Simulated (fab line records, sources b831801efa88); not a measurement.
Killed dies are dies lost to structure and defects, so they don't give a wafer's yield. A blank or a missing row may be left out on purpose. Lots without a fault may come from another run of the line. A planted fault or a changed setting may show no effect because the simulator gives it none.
Problem report in the 8D (eight disciplines) form, filled by code | flow gf180mcu | the parts of the form that need people (team, actions taken, sign-off) are left out

1. THE PROBLEM
developer_temp_C at GF_V3_DEVELOP_13 reads a mean of 20.12 C on 6 wafers of 2 lots; wafers without a fault read 21.01 C with a standard deviation of 0.1. That is -8.9 standard deviations from the usual mean.
The step: develop time 60 s.
First seen on wafer L591.4, day 25 15:31, on litho_track-03. The record holds 42 wafers of 14 lots with a number at this step. Rule for "out", or "out of limits": more than 4 standard deviations from the usual mean. The other wafers with a number count as sound.

2. WHAT IT IS AND WHAT IT IS NOT
question                    | is                     | is not
which readings at this step | developer_temp_C       | resist_line_temp_C
which lots                  | L591, L594             | L584, L586, L587, L588, L589, L592, L600, L601, L602, L603, L604, L605
which wafers of those lots  | all that have a number | -
read on which tools         | litho_track-03         | litho_track-01, litho_track-04
when                        | from day 25 15:31      | up to then (15 sound wafers); but 21 sound wafers of L592, L600, L601, L602, L603, L604, L605 came after

3. SUSPECTS, AND WHAT RULES EACH OUT
Counting: a tool at a process step up to the reading stays a suspect if it ran every lot that is out and no sound lot after the first of them.
- litho_track-03 at GF_V3_DEVELOP_13 (develop time 60 s): ruled out as a lasting fault. Sound lots L602, L603 ran on it after its first lot that is out, L591 (day 25 15:31).
Left after counting: nothing in the record.

4. THE CAUSE (what the simulator had put in)
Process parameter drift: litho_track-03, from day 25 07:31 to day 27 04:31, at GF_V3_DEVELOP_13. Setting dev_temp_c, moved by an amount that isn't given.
Counting ruled it out, wrongly.

5. THE CHAIN OF EFFECTS, in route order
Each row: a reading whose mean over the struck wafers that have a number lies more than 3 standard deviations from the usual. Only readings for which the record gives a usual standard deviation are gone through. hours: the time from each lot's start at the first step in this table that gives one to its start at this step, as a median over the lots. sigmas: the change in usual standard deviations.
hours | step             | reading          | usual   | on struck wafers | change | sigmas
0     | GF_V3_DEVELOP_13 | developer_temp_C | 21.01 C | 20.12            | -0.89  | -8.9
The process steps in it:
- GF_V3_DEVELOP_13: develop time 60 s.

6. WHAT WOULD HAVE CAUGHT IT SOONER
In this record the first reading out of limits was taken at day 25 15:31, 8 hours after the fault began at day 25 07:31.
